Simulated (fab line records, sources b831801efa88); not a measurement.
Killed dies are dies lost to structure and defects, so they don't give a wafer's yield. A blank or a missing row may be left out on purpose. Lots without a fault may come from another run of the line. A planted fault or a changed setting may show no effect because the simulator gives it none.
Problem report in the 8D (eight disciplines) form, filled by code | flow sfq_line | the parts of the form that need people (team, actions taken, sign-off) are left out

1. THE PROBLEM
run_length_s at SFQ_TRILAYER_I1_VIA_BARC_OPEN_VIA_ETCH_071 reads a mean of 75.1 s on 2 wafers of 2 lots; wafers without a fault read 70.0 s with a standard deviation of 0.41. That is +12 standard deviations from the usual mean.
The step: etches BARC in O2, target depth 125 nm, time 41.7 s.
First seen on wafer L228.2, day 21 07:17, on rie_diel-04. The record holds 42 wafers of 14 lots with a number at this step. Rule for "out", or "out of limits": more than 4 standard deviations from the usual mean. The other wafers with a number count as sound.

2. WHAT IT IS AND WHAT IT IS NOT
question                    | is                           | is not
which readings at this step | run_length_s, oes_product_au | drypump_motor_current_A
which lots                  | L228, L230                   | L217, L218, L221, L222, L224, L225, L229, L231, L234, L236, L238, L239
which wafers of those lots  | L228.2, L230.4               | L228.3, L228.6, L230.1, L230.3
read on which tools         | rie_diel-04                  | rie_diel-02, rie_diel-03
when                        | from day 21 07:17            | up to then (20 sound wafers); but 20 sound wafers of L229, L230, L231, L234, L236, L238, L239 came after

3. SUSPECTS, AND WHAT RULES EACH OUT
Counting: a tool at a process step up to the reading stays a suspect if it ran every lot that is out. Sound lots after the first of them don't rule it out here, since some wafers of a struck lot are sound.
- rie_diel-04 at SFQ_TRILAYER_I1_VIA_BARC_OPEN_VIA_ETCH_071 (etches BARC in O2, target depth 125 nm, time 41.7 s): kept. It ran every lot that is out, first L228 (day 21 07:17); its last sound lot up to then is L225 (day 20 13:17). Its own readings are out on those wafers: oes_product_au, run_length_s.
- Within rie_diel-04 at SFQ_TRILAYER_I1_VIA_BARC_OPEN_VIA_ETCH_071: the wafers that are out ran in chambers 1, 3; their sound lot-mates ran in chambers 0, 2.
Left after counting: rie_diel-04 at SFQ_TRILAYER_I1_VIA_BARC_OPEN_VIA_ETCH_071.

4. THE CAUSE (what the simulator had put in)
Process parameter drift: rie_diel-04, from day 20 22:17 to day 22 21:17, at SFQ_TRILAYER_I1_VIA_BARC_OPEN_VIA_ETCH_071. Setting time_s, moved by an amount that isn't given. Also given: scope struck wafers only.
Counting left only this tool.

5. THE CHAIN OF EFFECTS, in route order
Each row: a reading whose mean over the struck wafers that have a number lies more than 3 standard deviations from the usual. Only readings for which the record gives a usual standard deviation are gone through. hours: the time from each lot's start at the first step in this table that gives one to its start at this step, as a median over the lots. sigmas: the change in usual standard deviations.
hours | step                                       | reading        | usual      | on struck wafers | change | sigmas
0     | SFQ_TRILAYER_I1_VIA_BARC_OPEN_VIA_ETCH_071 | oes_product_au | 0.685 a.u. | 0.657            | -0.028 | -5.7
0     | SFQ_TRILAYER_I1_VIA_BARC_OPEN_VIA_ETCH_071 | run_length_s   | 70.0 s     | 75.1             | +5.1   | +12
The process steps in it:
- SFQ_TRILAYER_I1_VIA_BARC_OPEN_VIA_ETCH_071: etches BARC in O2, target depth 125 nm, time 41.7 s.

6. WHAT WOULD HAVE CAUGHT IT SOONER
In this record the first reading out of limits was taken at day 21 07:17, 9 hours after the fault began at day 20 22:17.
